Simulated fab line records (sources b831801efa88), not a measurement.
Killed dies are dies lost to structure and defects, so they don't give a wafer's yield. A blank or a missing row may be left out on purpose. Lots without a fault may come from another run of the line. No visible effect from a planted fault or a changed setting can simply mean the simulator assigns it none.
Check for tools in common | flow sfq_line | Lots sampled 15, wafers sampled 54

== WHY THIS WAS OPENED ==
SFQ_R5_RS_MEAS_933, reading R5_MONX_RS: flagged on 3 of 15 lots. Fault-free wafers read 7.03 ohm/sq, with a standard deviation of 0.079.
Rule: a lot is flagged in two cases, either no wafer of it has a number, or all its wafers with numbers fall more than 4 standard deviations from that mean. The other lots count as sound.

lot  | measured     | on            | R5_MONX_RS (ohm/sq), wafer by wafer | flag
L838 | day 56 13:07 | film_metro-01 | 6.98 6.94 6.92                      |
L839 | day 56 20:44 | film_metro-01 | 7.01 6.89 6.87                      |
L840 | day 57 00:10 | film_metro-01 | 7.13 7.15 7.06                      |
L842 | day 57 08:44 | film_metro-01 | 9.57 9.54 9.57 9.58 9.56 9.58       | FLAGGED
L844 | day 57 16:59 | film_metro-02 | 9.74 9.74 9.79 9.74 9.77 9.80       | FLAGGED
L846 | day 58 02:04 | film_metro-02 | 9.70 9.68 9.68 9.73 9.70 9.70       | FLAGGED
L847 | day 58 04:46 | film_metro-01 | 7.13 7.02 6.93                      |
L849 | day 59 12:28 | film_metro-01 | 7.08 7.14 7.05                      |
L852 | day 60 03:31 | film_metro-01 | 7.06 7.10 7.08                      |
L854 | day 60 11:55 | film_metro-02 | 7.04 6.99 7.04                      |
L856 | day 60 17:53 | film_metro-02 | 7.04 7.03 7.08                      |
L857 | day 60 23:55 | film_metro-02 | 6.97 7.12 7.17                      |
L858 | day 61 02:55 | film_metro-02 | 6.99 7.06 7.00                      |
L859 | day 61 05:56 | film_metro-02 | 6.97 6.93 6.97                      |
L860 | day 61 21:46 | film_metro-01 | 7.04 7.05 6.98                      |
On average the flagged lots' numbers are 9.68 ohm/sq, which is +2.65 ohm/sq against the usual, or +33 standard deviations.

== WHICH TOOL RAN EACH LOT ==
Before the reading, the record contains 4 process steps out of a 325-step route. Read each cell as the tool, then ch plus the chambers that the sampled wafers visited, then the start.
lot  | flag    | SFQ_TRILAYER_I4_VIA_BARC_OPEN_VIA_ETCH_146 | SFQ_TRILAYER_JJ_CE_STRIP_STRIP_120 | SFQ_TRILAYER_R5_DEP_SPUTTER_133 | SFQ_TRILAYER_R5_DEP_SPUTTER_134
L838 |         | rie_diel-04 ch 0,1,2, day 48 16:54         | rie_metal-03 ch 0,1, day 54 20:55  | pvd_sputter-06, day 56 13:01    | pvd_sputter-06, day 56 13:04
L839 |         | rie_diel-01 ch 0,2,3, day 50 04:59         | rie_metal-01 ch 0,1, day 56 12:04  | pvd_sputter-04, day 56 20:39    | pvd_sputter-04, day 56 20:42
L840 |         | rie_diel-04 ch 1,2,3, day 50 10:49         | rie_metal-02 ch 0,1, day 56 15:40  | pvd_sputter-04, day 57 00:06    | pvd_sputter-04, day 57 00:09
L842 | FLAGGED | rie_diel-04 ch 1,2, day 50 18:01           | rie_metal-02 ch 0,1, day 57 00:04  | pvd_sputter-04, day 57 08:39    | pvd_sputter-04, day 57 08:42
L844 | FLAGGED | rie_diel-02 ch 1,2, day 51 04:49           | rie_metal-01 ch 0,1, day 57 08:40  | pvd_sputter-04, day 57 16:52    | pvd_sputter-04, day 57 16:55
L846 | FLAGGED | rie_diel-01 ch 1,2,3, day 51 10:49         | rie_metal-03 ch 0,1, day 57 15:40  | pvd_sputter-04, day 58 01:59    | pvd_sputter-04, day 58 02:02
L847 |         | rie_diel-02 ch 2,3, day 51 14:25           | rie_metal-01 ch 0,1, day 57 18:16  | pvd_sputter-06, day 58 04:39    | pvd_sputter-06, day 58 04:42
L849 |         | rie_diel-04 ch 0,1,2, day 53 00:01         | rie_metal-02 ch 0,1, day 59 03:52  | pvd_sputter-06, day 59 12:22    | pvd_sputter-06, day 59 12:25
L852 |         | rie_diel-01 ch 0,1,2, day 53 12:49         | rie_metal-02 ch 0,1, day 59 16:52  | pvd_sputter-05, day 60 03:26    | pvd_sputter-05, day 60 03:29
L854 |         | rie_diel-04 ch 1,2,3, day 53 22:25         | rie_metal-02 ch 0,1, day 60 01:16  | pvd_sputter-06, day 60 11:49    | pvd_sputter-06, day 60 11:52
L856 |         | rie_diel-01 ch 0,3, day 54 05:37           | rie_metal-01 ch 0,1, day 60 06:04  | pvd_sputter-05, day 60 17:49    | pvd_sputter-05, day 60 17:52
L857 |         | rie_diel-04 ch 1,3, day 54 06:49           | rie_metal-03 ch 0,1, day 60 07:16  | pvd_sputter-06, day 60 23:49    | pvd_sputter-06, day 60 23:52
L858 |         | rie_diel-02 ch 1,3, day 54 14:01           | rie_metal-01 ch 0,1, day 60 14:39  | pvd_sputter-06, day 61 02:49    | pvd_sputter-06, day 61 02:52
L859 |         | rie_diel-01 ch 0,2,3, day 54 21:13         | rie_metal-01 ch 0,1, day 60 20:41  | pvd_sputter-04, day 61 05:52    | pvd_sputter-04, day 61 05:55
L860 |         | rie_diel-02 ch 0,1,3, day 55 12:49         | rie_metal-02 ch 0,1, day 61 11:03  | pvd_sputter-05, day 61 21:42    | pvd_sputter-05, day 61 21:45
These steps, and what they do:
- SFQ_TRILAYER_I4_VIA_BARC_OPEN_VIA_ETCH_146: etches BARC in O2, target depth 125 nm, time 41.7 s.
- SFQ_TRILAYER_JJ_CE_STRIP_STRIP_120: strips in O2.
- SFQ_TRILAYER_R5_DEP_SPUTTER_133: material MoNx, target thk 40 nm, time 66.7 s.
- SFQ_TRILAYER_R5_DEP_SPUTTER_134: material Ti, target thk 5 nm, time 5 s.
- SFQ_R5_RS_MEAS_933: measures by four-point-probe.

== FLAGGED AGAINST TOTAL, ONE TOOL AT A TIME (gauges that did the reading follow at the end) ==
step                                       | tool           | lots run | flagged | share of the flagged lots | sound lots run after its first flagged lot
SFQ_TRILAYER_I4_VIA_BARC_OPEN_VIA_ETCH_146 | rie_diel-01    | 5        | 1       | some                      | 3 (L852,L856,L859)
SFQ_TRILAYER_I4_VIA_BARC_OPEN_VIA_ETCH_146 | rie_diel-02    | 4        | 1       | some                      | 3 (L847,L858,L860)
SFQ_TRILAYER_I4_VIA_BARC_OPEN_VIA_ETCH_146 | rie_diel-04    | 6        | 1       | some                      | 3 (L849,L854,L857)
SFQ_TRILAYER_JJ_CE_STRIP_STRIP_120         | rie_metal-01   | 6        | 1       | some                      | 4 (L847,L856,L858,L859)
SFQ_TRILAYER_JJ_CE_STRIP_STRIP_120         | rie_metal-02   | 6        | 1       | some                      | 4 (L849,L852,L854,L860)
SFQ_TRILAYER_JJ_CE_STRIP_STRIP_120         | rie_metal-03   | 3        | 1       | some                      | 1 (L857)
SFQ_TRILAYER_R5_DEP_SPUTTER_133            | pvd_sputter-04 | 6        | 3       | all                       | 1 (L859)
SFQ_TRILAYER_R5_DEP_SPUTTER_133            | pvd_sputter-05 | 3        | 0       | none                      | -
SFQ_TRILAYER_R5_DEP_SPUTTER_133            | pvd_sputter-06 | 6        | 0       | none                      | -
SFQ_TRILAYER_R5_DEP_SPUTTER_134            | pvd_sputter-04 | 6        | 3       | all                       | 1 (L859)
SFQ_TRILAYER_R5_DEP_SPUTTER_134            | pvd_sputter-05 | 3        | 0       | none                      | -
SFQ_TRILAYER_R5_DEP_SPUTTER_134            | pvd_sputter-06 | 6        | 0       | none                      | -
SFQ_R5_RS_MEAS_933                         | film_metro-01  | 8        | 1       | some                      | 4 (L847,L849,L852,L860)
SFQ_R5_RS_MEAS_933                         | film_metro-02  | 7        | 2       | some                      | 5 (L854,L856,L857,L858,L859)

== WHAT THE TABLE PERMITS ==
2 rows of the table ran every flagged lot: pvd_sputter-04 at SFQ_TRILAYER_R5_DEP_SPUTTER_133, pvd_sputter-04 at SFQ_TRILAYER_R5_DEP_SPUTTER_134.
- pvd_sputter-04 at SFQ_TRILAYER_R5_DEP_SPUTTER_133 ran 6 lots, 3 of them flagged. Sound lots ran on it after the first flagged one (L859), which a lasting fault on the whole tool wouldn't allow.
- pvd_sputter-04 at SFQ_TRILAYER_R5_DEP_SPUTTER_134 ran 6 lots, 3 of them flagged. Sound lots ran on it after the first flagged one (L859), which a lasting fault on the whole tool wouldn't allow.
Not one row of the table ran every flagged lot while running no sound lot after the first.

== WHAT THE SIMULATOR HAD INSERTED ==
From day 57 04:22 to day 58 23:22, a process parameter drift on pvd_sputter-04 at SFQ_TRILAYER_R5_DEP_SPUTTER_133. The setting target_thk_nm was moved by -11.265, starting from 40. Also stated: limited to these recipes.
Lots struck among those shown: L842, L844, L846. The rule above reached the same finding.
